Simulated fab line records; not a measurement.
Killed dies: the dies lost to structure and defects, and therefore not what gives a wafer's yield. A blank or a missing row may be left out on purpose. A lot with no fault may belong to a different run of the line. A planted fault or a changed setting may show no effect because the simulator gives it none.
Check for tools in common / flow gf180mcu / 39 wafers sampled across 13 lots

## WHAT PROMPTED THE OPENING
Of 13 lots, 3 have the reading LVPWELL_TW flagged at GF_LVPWELL_TW_MEAS_11. No-fault wafers: 558, standard deviation 4.
Rule: a lot is flagged in two cases, either no wafer of it has a number, or all its wafers with numbers fall more than 4 standard deviations from that mean. The other lots count as sound.

lot=L201; measured=day 4 09:46; on=film-metro-04; LVPWELL_TW, wafer by wafer=557 556 558; flag=
lot=L203; measured=day 4 21:07; on=film-metro-02; LVPWELL_TW, wafer by wafer=553 554 554; flag=
lot=L205; measured=day 5 06:19; on=film-metro-04; LVPWELL_TW, wafer by wafer=553 552 557; flag=
lot=L206; measured=day 5 14:22; on=film-metro-04; LVPWELL_TW, wafer by wafer=553 555 554; flag=
lot=L207; measured=day 5 19:26; on=film-metro-04; LVPWELL_TW, wafer by wafer=551 553 555; flag=
lot=L208; measured=day 6 01:23; on=film-metro-03; LVPWELL_TW, wafer by wafer=564 563 562; flag=
lot=L209; measured=day 6 07:34; on=film-metro-02; LVPWELL_TW, wafer by wafer=593 593 592; flag=FLAGGED
lot=L210; measured=day 6 13:44; on=film-metro-03; LVPWELL_TW, wafer by wafer=596 596 595; flag=FLAGGED
lot=L211; measured=day 6 16:52; on=film-metro-02; LVPWELL_TW, wafer by wafer=557 561 559; flag=
lot=L213; measured=day 7 04:41; on=film-metro-03; LVPWELL_TW, wafer by wafer=595 590 591; flag=FLAGGED
lot=L219; measured=day 8 15:11; on=film-metro-04; LVPWELL_TW, wafer by wafer=553 551 558; flag=
lot=L222; measured=day 9 10:34; on=film-metro-03; LVPWELL_TW, wafer by wafer=561 560 562; flag=
lot=L223; measured=day 9 14:41; on=film-metro-04; LVPWELL_TW, wafer by wafer=554 553 558; flag=
Average over the flagged lots: 593; offset from the usual +35, equal to +9 standard deviations.

## WHICH TOOL RAN EACH LOT
The record holds 1 process step before the reading, out of a route of 602 steps. Each cell gives the tool, then ch followed by the chambers the sampled wafers passed through, then the start.
lot=L201; flag=; GF_LVPWELL_IMPLANT_08=implanter-03 ch 0, day 4 09:24
lot=L203; flag=; GF_LVPWELL_IMPLANT_08=implanter-02 ch 0, day 4 20:43
lot=L205; flag=; GF_LVPWELL_IMPLANT_08=implanter-03 ch 0, day 5 05:55
lot=L206; flag=; GF_LVPWELL_IMPLANT_08=implanter-03 ch 0, day 5 13:59
lot=L207; flag=; GF_LVPWELL_IMPLANT_08=implanter-03 ch 0, day 5 19:02
lot=L208; flag=; GF_LVPWELL_IMPLANT_08=implanter-03 ch 0, day 6 01:01
lot=L209; flag=FLAGGED; GF_LVPWELL_IMPLANT_08=implanter-03 ch 0, day 6 07:10
lot=L210; flag=FLAGGED; GF_LVPWELL_IMPLANT_08=implanter-03 ch 0, day 6 13:22
lot=L211; flag=; GF_LVPWELL_IMPLANT_08=implanter-02 ch 0, day 6 16:28
lot=L213; flag=FLAGGED; GF_LVPWELL_IMPLANT_08=implanter-03 ch 0, day 7 04:18
lot=L219; flag=; GF_LVPWELL_IMPLANT_08=implanter-01 ch 0, day 8 14:47
lot=L222; flag=; GF_LVPWELL_IMPLANT_08=implanter-01 ch 0, day 9 10:10
lot=L223; flag=; GF_LVPWELL_IMPLANT_08=implanter-02 ch 0, day 9 14:19
These steps, and what they do:
- GF_LVPWELL_IMPLANT_08
- GF_LVPWELL_TW_MEAS_11

## FLAGGED AGAINST TOTAL, ONE TOOL AT A TIME (gauges that did the reading follow at the end)
step=GF_LVPWELL_IMPLANT_08; tool=implanter-01; lots run=2; flagged=0; share of the flagged lots=none; sound lots run after its first flagged lot=-
step=GF_LVPWELL_IMPLANT_08; tool=implanter-02; lots run=3; flagged=0; share of the flagged lots=none; sound lots run after its first flagged lot=-
step=GF_LVPWELL_IMPLANT_08; tool=implanter-03; lots run=8; flagged=3; share of the flagged lots=all; sound lots run after its first flagged lot=0
step=GF_LVPWELL_TW_MEAS_11; tool=film-metro-02; lots run=3; flagged=1; share of the flagged lots=some; sound lots run after its first flagged lot=1 (L211)
step=GF_LVPWELL_TW_MEAS_11; tool=film-metro-03; lots run=4; flagged=2; share of the flagged lots=some; sound lots run after its first flagged lot=1 (L222)
step=GF_LVPWELL_TW_MEAS_11; tool=film-metro-04; lots run=6; flagged=0; share of the flagged lots=none; sound lots run after its first flagged lot=-

## THE TABLE: WHAT IT ALLOWS
In the table, 1 row covers all flagged lots: implanter-03 at GF_LVPWELL_IMPLANT_08.
- implanter-03 at GF_LVPWELL_IMPLANT_08 ran 8 lots, 3 of them flagged. A fault beginning between L208 (day 6 01:01), its last sound lot, and L209 (day 6 07:10), its first flagged one, fits the data. Its own readings (beam-on-s, faraday-current-uA) fall more than 4 standard deviations out on all wafers of the flagged lots.
What remains is a single tool, implanter-03 at GF_LVPWELL_IMPLANT_08.

## WHAT WAS PUT IN BY THE SIMULATOR
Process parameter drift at GF_LVPWELL_IMPLANT_08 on implanter-03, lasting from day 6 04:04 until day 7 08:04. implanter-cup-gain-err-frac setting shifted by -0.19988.
Shown lots that were struck: L209, L210, L213. The same result came from the rule above.
